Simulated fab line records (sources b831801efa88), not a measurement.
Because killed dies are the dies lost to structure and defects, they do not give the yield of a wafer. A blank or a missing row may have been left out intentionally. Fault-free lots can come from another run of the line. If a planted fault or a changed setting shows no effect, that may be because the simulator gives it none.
Which tool was responsible? -- flow gf180mcu -- 13 lots with 39 wafers sampled at 2 steps, on a route of 602 steps

## WHAT THE GAUGES SHOWED, per wafer
GF_V4_OVL_MEAS_15.
lot,measured,on,V4_OVL (nm)
L555,day 24 11:11,overlay-02,-3 5 -1
L556,day 24 20:16,overlay-01,-2 0 -3
L557,day 24 23:13,overlay-01,-1 3 -2
L560,day 26 07:07,overlay-01,1 -3 -4
L561,day 26 15:22,overlay-01,3 -4 1
L562,day 26 23:59,overlay-01,-4 -3 2
L563,day 27 07:49,overlay-02,-1 9 -6
L564,day 27 09:53,overlay-02,-2 -11 -6
L565,day 27 20:26,overlay-02,-7 -4 -2
L568,day 28 11:53,overlay-01,0 4 -2
L569,day 28 23:07,overlay-01,5 1 1
L577,day 31 02:29,overlay-02,-5 -13 -9
L578,day 31 08:55,overlay-01,1 -2 0

## EACH LOT AND THE TOOL THAT RAN IT (in order: tool; ch and the chambers of the sampled wafers; start)
lot,GF_M4_SPUTTER_03
L555,"pvd_sputter-03, day 22 12:16"
L556,"pvd_sputter-03, day 22 22:27"
L557,"pvd_sputter-03, day 23 02:13"
L560,"pvd_sputter-02, day 24 10:40"
L561,"pvd_sputter-02, day 24 19:40"
L562,"pvd_sputter-02, day 25 05:04"
L563,"pvd_sputter-03, day 25 12:10"
L564,"pvd_sputter-01, day 25 15:34"
L565,"pvd_sputter-03, day 26 02:19"
L568,"pvd_sputter-03, day 26 18:37"
L569,"pvd_sputter-03, day 27 07:05"
L577,"pvd_sputter-02, day 29 11:40"
L578,"pvd_sputter-03, day 29 19:07"
- GF_M4_SPUTTER_03: material Ti, target thk 10 nm, time 6.7 s.

## AS READ BY THE TOOLS THEMSELVES (means over the sampled wafers that have a number; for cases with no such wafer, the mark the record gives instead)
GF_M4_SPUTTER_03.
lot,tool,throttle_valve_pct (%)
L555,pvd_sputter-03,30.9
L556,pvd_sputter-03,30.1
L557,pvd_sputter-03,30.0
L560,pvd_sputter-02,29.2
L561,pvd_sputter-02,30.0
L562,pvd_sputter-02,29.1
L563,pvd_sputter-03,31.0
L564,pvd_sputter-01,30.0
L565,pvd_sputter-03,30.3
L568,pvd_sputter-03,30.3
L569,pvd_sputter-03,30.0
L577,pvd_sputter-02,29.4
L578,pvd_sputter-03,30.1

## THE ANSWER, worked out from the rows above alone
Rule: what is usual is taken from the lots themselves. Put in order of their means at a reading, lots are off if they are a third of the lots or fewer, leave a main group of 4 or more, and stand apart from it by a gap of 3 or more times the standard deviation of the main group's means; of several such gaps the widest counts. A main group whose means are all the same, to the digits that the tables above print for the reading, isn't used. A lot without any number at a reading at which 4 lots or more have one is off too. The other lots that the step has rows for count as sound. First the gauges in route order, then the tools' own readings, where a lot's mean is used as printed above. The first step at which some lot is off is used, and at that step the reading that is off furthest; a lot without a number counts as furthest.
Across all readings shown, no lot is off: no conclusion can be drawn from this.

## WHAT THE SIMULATOR PUT IN
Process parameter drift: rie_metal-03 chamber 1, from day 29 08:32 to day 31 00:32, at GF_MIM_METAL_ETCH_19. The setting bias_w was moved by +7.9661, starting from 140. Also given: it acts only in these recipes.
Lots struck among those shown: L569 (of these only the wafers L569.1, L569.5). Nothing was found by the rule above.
